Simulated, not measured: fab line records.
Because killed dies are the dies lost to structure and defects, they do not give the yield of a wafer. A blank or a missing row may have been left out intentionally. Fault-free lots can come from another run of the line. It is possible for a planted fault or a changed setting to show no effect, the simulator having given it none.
What tool caused it? :: flow sky130 :: 12 lots, 36 wafers sampled, at 5 steps of a route of 708

## WHAT THE GAUGES READ, wafer by wafer
SKY_NWELL_RS_MEAS_29: a four-point-probe measurement. Usual: NWELL_RS gives 624.6 ohm/sq (standard deviation 1.5).
lot: L749
measured: day 5 21:20
on: film metro-04
NWELL_RS (ohm/sq): 625.1 625.4 625.1
flag: 

lot: L750
measured: day 5 21:55
on: film metro-02
NWELL_RS (ohm/sq): 624.8 625.8 624.8
flag: 

lot: L751
measured: day 6 04:29
on: film metro-04
NWELL_RS (ohm/sq): 627.1 627.2 626.6
flag: 

lot: L753
measured: day 6 12:40
on: film metro-04
NWELL_RS (ohm/sq): 625.5 624.7 624.8
flag: 

lot: L754
measured: day 6 18:56
on: film metro-03
NWELL_RS (ohm/sq): 623.1 626.9 626.3
flag: 

lot: L757
measured: day 7 12:22
on: film metro-02
NWELL_RS (ohm/sq): 623.0 621.1 622.9
flag: 

lot: L762
measured: day 9 02:51
on: film metro-03
NWELL_RS (ohm/sq): 641.7 642.7 643.2
flag: OFF

lot: L763
measured: day 9 07:01
on: film metro-02
NWELL_RS (ohm/sq): 640.9 640.0 641.9
flag: OFF

lot: L765
measured: day 9 14:26
on: film metro-02
NWELL_RS (ohm/sq): 625.3 625.3 624.7
flag: 

lot: L767
measured: day 10 05:58
on: film metro-04
NWELL_RS (ohm/sq): 625.6 625.3 625.6
flag: 

lot: L769
measured: day 10 16:48
on: film metro-02
NWELL_RS (ohm/sq): 624.7 624.7 624.1
flag: 

lot: L771
measured: day 11 02:23
on: film metro-04
NWELL_RS (ohm/sq): 625.2 623.7 625.2
flag: 

SKY_METAL1_CD_MEAS_15: target cd 140 nm. Usual: cd nm at 139.8 nm, with a standard deviation of 1.7.
lot: L749
measured: day 33 12:38
on: cd sem-01
cd nm (nm): 139.5 140.0 137.6
flag: 

lot: L750
measured: day 33 15:44
on: cd sem-02
cd nm (nm): 143.0 143.0 143.9
flag: 

lot: L751
measured: day 33 20:41
on: cd sem-02
cd nm (nm): 140.4 139.9 139.1
flag: 

lot: L753
measured: day 34 14:33
on: cd sem-02
cd nm (nm): 137.3 137.0 135.3
flag: 

lot: L754
measured: day 34 21:49
on: cd sem-02
cd nm (nm): 139.3 141.3 141.2
flag: 

lot: L757
measured: day 35 20:15
on: cd sem-01
cd nm (nm): 137.2 137.0 136.7
flag: 

lot: L762
measured: day 37 15:58
on: cd sem-01
cd nm (nm): 138.2 139.2 137.8
flag: 

lot: L763
measured: day 38 00:35
on: cd sem-02
cd nm (nm): 139.5 139.7 141.0
flag: 

lot: L765
measured: day 38 08:38
on: cd sem-02
cd nm (nm): 140.4 140.0 140.2
flag: 

lot: L767
measured: day 39 01:42
on: cd sem-02
cd nm (nm): 140.8 141.8 141.7
flag: 

lot: L769
measured: day 39 09:52
on: cd sem-02
cd nm (nm): 139.9 139.3 139.9
flag: 

lot: L771
measured: day 39 22:10
on: cd sem-01
cd nm (nm): 142.3 141.3 140.8
flag: 

SKY_METAL2_THK_MEAS_06: measures by xrf. Usual: METAL2_ALCU_THK gives 250.8 nm (standard deviation 2.8).
lot: L749
measured: day 34 18:21
on: film metro-01
METAL2_ALCU_THK (nm): 250.7 247.1 248.5
flag: 

lot: L750
measured: day 34 21:47
on: film metro-03
METAL2_ALCU_THK (nm): 248.5 247.6 247.7
flag: 

lot: L751
measured: day 35 03:19
on: film metro-02
METAL2_ALCU_THK (nm): 248.4 249.2 250.0
flag: 

lot: L753
measured: day 35 20:06
on: film metro-03
METAL2_ALCU_THK (nm): 248.6 251.2 249.7
flag: 

lot: L754
measured: day 36 03:25
on: film metro-03
METAL2_ALCU_THK (nm): 250.6 251.5 250.7
flag: 

lot: L757
measured: day 37 01:20
on: film metro-02
METAL2_ALCU_THK (nm): 252.0 257.2 253.4
flag: 

lot: L762
measured: day 38 19:49
on: film metro-01
METAL2_ALCU_THK (nm): 253.0 248.9 249.1
flag: 

lot: L763
measured: day 39 05:44
on: film metro-02
METAL2_ALCU_THK (nm): 248.5 247.1 249.1
flag: 

lot: L765
measured: day 39 12:51
on: film metro-01
METAL2_ALCU_THK (nm): 249.1 250.1 251.4
flag: 

lot: L767
measured: day 40 05:53
on: film metro-01
METAL2_ALCU_THK (nm): 252.5 247.8 252.5
flag: 

lot: L769
measured: day 40 13:22
on: film metro-03
METAL2_ALCU_THK (nm): 249.1 251.0 253.0
flag: 

lot: L771
measured: day 41 01:29
on: film metro-01
METAL2_ALCU_THK (nm): 246.8 251.8 251.2
flag: 

## TOOL THAT RAN EACH LOT (tool first, then ch and the chambers of the sampled wafers, then the start)
lot: L749
SKY_NWELL_IMPLANT_11: implanter-02 ch 0, day 5 03:02
SKY_VIA1_CVD_21: cvd w-02 ch 0,1, day 34 17:32

lot: L750
SKY_NWELL_IMPLANT_11: implanter-04 ch 0, day 5 03:57
SKY_VIA1_CVD_21: cvd w-02 ch 0,1, day 34 20:57

lot: L751
SKY_NWELL_IMPLANT_11: implanter-04 ch 0, day 5 10:25
SKY_VIA1_CVD_21: cvd w-02 ch 0,1, day 35 02:29

lot: L753
SKY_NWELL_IMPLANT_11: implanter-02 ch 0, day 5 17:35
SKY_VIA1_CVD_21: cvd w-01 ch 0,1, day 35 19:16

lot: L754
SKY_NWELL_IMPLANT_11: implanter-04 ch 0, day 5 22:56
SKY_VIA1_CVD_21: cvd w-02 ch 0,1, day 36 02:35

lot: L757
SKY_NWELL_IMPLANT_11: implanter-02 ch 0, day 6 16:32
SKY_VIA1_CVD_21: cvd w-01 ch 0, day 37 00:31

lot: L762
SKY_NWELL_IMPLANT_11: implanter-04 ch 0, day 8 04:44
SKY_VIA1_CVD_21: cvd w-01 ch 0,1, day 38 18:59

lot: L763
SKY_NWELL_IMPLANT_11: implanter-04 ch 0, day 8 09:24
SKY_VIA1_CVD_21: cvd w-01 ch 0,1, day 39 03:29

lot: L765
SKY_NWELL_IMPLANT_11: implanter-02 ch 0, day 8 15:32
SKY_VIA1_CVD_21: cvd w-01 ch 0,1, day 39 11:43

lot: L767
SKY_NWELL_IMPLANT_11: implanter-02 ch 0, day 9 07:07
SKY_VIA1_CVD_21: cvd w-02 ch 0,1, day 40 05:04

lot: L769
SKY_NWELL_IMPLANT_11: implanter-02 ch 0, day 9 17:35
SKY_VIA1_CVD_21: cvd w-02 ch 0,1, day 40 12:32

lot: L771
SKY_NWELL_IMPLANT_11: implanter-02 ch 0, day 10 02:38
SKY_VIA1_CVD_21: cvd w-02 ch 0,1, day 41 00:40
- SKY_NWELL_IMPLANT_11
- SKY_VIA1_CVD_21: deposits W, target thk 270 nm, time 80.902 s.

## AS READ BY THE TOOLS THEMSELVES (means over the sampled wafers that have a number; for cases with no such wafer, the mark the record gives instead)
SKY_NWELL_IMPLANT_11. Usual: beam energy keV 399.96, standard deviation 0.13; dose ions cm2 1.9002e+13, standard deviation 1.9e+10; faraday current uA 107.2, standard deviation 2.1.
lot: L749
tool: implanter-02
beam energy keV: 399.91
dose ions cm2: 1.9016e+13
faraday current uA: 107.5
flag: 

lot: L750
tool: implanter-04
beam energy keV: 400.01
dose ions cm2: 1.9006e+13
faraday current uA: 106.1
flag: 

lot: L751
tool: implanter-04
beam energy keV: 399.94
dose ions cm2: 1.8993e+13
faraday current uA: 109.3
flag: 

lot: L753
tool: implanter-02
beam energy keV: 399.80
dose ions cm2: 1.8982e+13
faraday current uA: 106.5
flag: 

lot: L754
tool: implanter-04
beam energy keV: 399.96
dose ions cm2: 1.9010e+13
faraday current uA: 106.6
flag: 

lot: L757
tool: implanter-02
beam energy keV: 400.14
dose ions cm2: 1.9015e+13
faraday current uA: 106.7
flag: 

lot: L762
tool: implanter-04
beam energy keV: 358.46
dose ions cm2: 1.9004e+13
faraday current uA: 106.3
flag: OFF

lot: L763
tool: implanter-04
beam energy keV: 358.55
dose ions cm2: 1.9002e+13
faraday current uA: 107.1
flag: OFF

lot: L765
tool: implanter-02
beam energy keV: 399.81
dose ions cm2: 1.8997e+13
faraday current uA: 104.9
flag: 

lot: L767
tool: implanter-02
beam energy keV: 399.89
dose ions cm2: 1.8978e+13
faraday current uA: 105.2
flag: 

lot: L769
tool: implanter-02
beam energy keV: 400.04
dose ions cm2: 1.8971e+13
faraday current uA: 106.8
flag: 

lot: L771
tool: implanter-02
beam energy keV: 400.05
dose ions cm2: 1.9019e+13
faraday current uA: 108.7
flag: 

SKY_VIA1_CVD_21. Usual: heater power w at 890 W, with a standard deviation of 61.
lot: L749
tool: cvd w-02
heater power w (W): 918
flag: 

lot: L750
tool: cvd w-02
heater power w (W): 907
flag: 

lot: L751
tool: cvd w-02
heater power w (W): 903
flag: 

lot: L753
tool: cvd w-01
heater power w (W): 911
flag: 

lot: L754
tool: cvd w-02
heater power w (W): 901
flag: 

lot: L757
tool: cvd w-01
heater power w (W): 812
flag: 

lot: L762
tool: cvd w-01
heater power w (W): 908
flag: 

lot: L763
tool: cvd w-01
heater power w (W): 915
flag: 

lot: L765
tool: cvd w-01
heater power w (W): 919
flag: 

lot: L767
tool: cvd w-02
heater power w (W): 891
flag: 

lot: L769
tool: cvd w-02
heater power w (W): 850
flag: 

lot: L771
tool: cvd w-02
heater power w (W): 855
flag: 

## THE ANSWER, worked out from the rows above alone
Rule: lot off if the mean of its wafers having a number is beyond 3 standard deviations from the usual mean. A lot without any number at a reading at which 4 lots or more have one is off too. The other lots that the step has rows for count as sound. Order of review: gauges by route order, followed by the tools' own readings, for which a lot's mean as printed above is used. At the first step where some lot is off, the reading lying furthest off is the one used; lots without a number count as furthest.
Off: L762, L763, at SKY_NWELL_RS_MEAS_29 (NWELL_RS).
If a tool, at a process step before that reading, ran all the lots that are off and no sound lot after the first of them, it fits. The gauges at SKY_NWELL_RS_MEAS_29 aren't tried: what is off there is off at SKY_NWELL_IMPLANT_11 too, on other tools, and a gauge's error can't cause that. One candidate fits, namely implanter-04 at SKY_NWELL_IMPLANT_11. Its last sound lot is L754 (day 5 22:56), its first lot that is off L762 (day 8 04:44): a fault that began between those two fits.
The tool's own readings at SKY_NWELL_IMPLANT_11 bear it out: on the lots that are off they differ by more than 5 times the standard deviation of the sound lots' means. beam energy keV reads 358.50 there against 399.95 on the sound lots.

## WHAT HAD BEEN PUT IN BY THE SIMULATOR
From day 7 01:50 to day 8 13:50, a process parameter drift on implanter-04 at SKY_NWELL_IMPLANT_11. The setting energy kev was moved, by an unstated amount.
Struck lots among those shown: L762, L763. The rule given above showed the same thing.
